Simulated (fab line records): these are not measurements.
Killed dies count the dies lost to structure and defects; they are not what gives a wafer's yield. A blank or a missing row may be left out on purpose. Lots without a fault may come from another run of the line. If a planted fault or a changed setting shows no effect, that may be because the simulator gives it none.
Chamber matching :: flow sky130 :: SKY_LI_CONTACT_ETCH_15 on rie-diel-03 has 4 sister chambers
The step etches PSG in C4F8/O2/Ar, stops on Si, target depth 600 nm. 8 wafers are shown with their chamber, then 12 later ones without.

## EACH WAFER AND ITS CHAMBER
wafer: L081.1
chamber: 1
oes-product-au (a.u.): 0.845

wafer: L087.2
chamber: 2
oes-product-au (a.u.): 0.845

wafer: L088.1
chamber: 2
oes-product-au (a.u.): 0.835

wafer: L088.2
chamber: 1
oes-product-au (a.u.): 0.831

wafer: L088.3
chamber: 3
oes-product-au (a.u.): 0.844

wafer: L088.4
chamber: 0
oes-product-au (a.u.): 0.833

wafer: L088.5
chamber: 0
oes-product-au (a.u.): 0.846

wafer: L088.6
chamber: 3
oes-product-au (a.u.): 0.836

## WAFERS MISSING THEIR CHAMBER
wafer: L089.1
oes-product-au (a.u.): 0.843

wafer: L089.2
oes-product-au (a.u.): 0.843

wafer: L089.4
oes-product-au (a.u.): 0.835

wafer: L092.2
oes-product-au (a.u.): 0.834

wafer: L092.3
oes-product-au (a.u.): 0.841

wafer: L092.6
oes-product-au (a.u.): 0.840

wafer: L093.2
oes-product-au (a.u.): 0.835

wafer: L093.4
oes-product-au (a.u.): 0.834

wafer: L093.6
oes-product-au (a.u.): 0.833

wafer: L095.2
oes-product-au (a.u.): 0.829

wafer: L095.4
oes-product-au (a.u.): 0.834

wafer: L095.5
oes-product-au (a.u.): 0.843

## WHICH CHAMBER EACH ONE RAN IN
wafer: L089.1
from the rows above: can't be placed: 2 or 3 or 0 or 1
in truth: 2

wafer: L089.2
from the rows above: can't be placed: 2 or 3 or 0 or 1
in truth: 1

wafer: L089.4
from the rows above: can't be placed: 1 or 0 or 2 or 3
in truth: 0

wafer: L092.2
from the rows above: can't be placed: 1 or 0 or 2 or 3
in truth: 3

wafer: L092.3
from the rows above: can't be placed: 2 or 3 or 0 or 1
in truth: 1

wafer: L092.6
from the rows above: can't be placed: 2 or 3 or 0 or 1
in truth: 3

wafer: L093.2
from the rows above: can't be placed: 1 or 0 or 2 or 3
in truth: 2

wafer: L093.4
from the rows above: can't be placed: 1 or 0 or 2 or 3
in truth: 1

wafer: L093.6
from the rows above: can't be placed: 1 or 0 or 2 or 3
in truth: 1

wafer: L095.2
from the rows above: can't be placed: 1 or 0 or 2 or 3
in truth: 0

wafer: L095.4
from the rows above: can't be placed: 1 or 0 or 2 or 3
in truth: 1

wafer: L095.5
from the rows above: can't be placed: 2 or 3 or 0 or 1
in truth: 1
Correctly placed: 0 of 12. Can't be placed from these rows: 12 (the true chamber is among the candidates in 12). Wrongly placed: 0.
How it was worked out, from the rows above alone: a wafer's distance from a chamber is the root of the sum, over the readings, of the square of ((its reading less the chamber's mean) divided by the reading's scatter). If the next closest chamber is less than 2 further off than the closest, the wafer can't be placed; otherwise it belongs to the closest. The mean given for a chamber averages the wafers shown for that chamber. The scatter: take each reading less its chamber's mean, square it, sum over the shown wafers, divide by the number of wafers less the number of chambers, and take the root.
